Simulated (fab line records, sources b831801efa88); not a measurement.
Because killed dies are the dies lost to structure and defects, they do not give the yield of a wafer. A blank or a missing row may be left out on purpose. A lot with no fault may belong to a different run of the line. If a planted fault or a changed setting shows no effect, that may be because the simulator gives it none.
Which of the tools did it? | flow sky130 | 18 wafers from 6 lots sampled at 2 of the route's 708 steps

== WHAT THE GAUGES READ, wafer by wafer ==
SKY_METAL4_OVL_MEAS_14.
lot  | measured     | on         | METAL4_OVL (nm)
L337 | day 42 01:56 | overlay-01 | 8 9 -1
L345 | day 44 05:59 | overlay-01 | 0 2 4
L348 | day 45 06:16 | overlay-01 | 2 -1 8
L351 | day 45 17:59 | overlay-02 | -6 -5 0
L353 | day 46 14:01 | overlay-01 | 9 8 10
L359 | day 47 11:17 | overlay-01 | -2 12 -2

== WHAT TOOL EACH LOT RAN ON (gives the tool, then ch and the chambers of the sampled wafers, and finally the start) ==
lot  | SKY_METAL4_SPUTTER_02
L337 | pvd sputter-04, day 40 00:26
L345 | pvd sputter-03, day 42 06:19
L348 | pvd sputter-04, day 43 08:01
L351 | pvd sputter-04, day 43 22:11
L353 | pvd sputter-01, day 44 20:07
L359 | pvd sputter-03, day 45 17:28
- SKY_METAL4_SPUTTER_02: material AlCu, target thk 735 nm, time 39.1 s.

== THE ANSWER, worked out from the rows above alone ==
Rule: the usual values come from the lots themselves. Put in order of their means at a reading, lots are off if they are a third of the lots or fewer, leave a main group of 4 or more, and stand apart from it by a gap of 3 or more times the standard deviation of the main group's means; of several such gaps the widest counts. Not used: any main group whose means are identical at the precision the tables above print for the reading. A lot without any number at a reading at which 4 lots or more have one is off too. All remaining lots with rows at the step are treated as sound.
Nothing can be told from this: no lot is off at any reading shown.

== WHAT WAS PUT IN BY THE SIMULATOR ==
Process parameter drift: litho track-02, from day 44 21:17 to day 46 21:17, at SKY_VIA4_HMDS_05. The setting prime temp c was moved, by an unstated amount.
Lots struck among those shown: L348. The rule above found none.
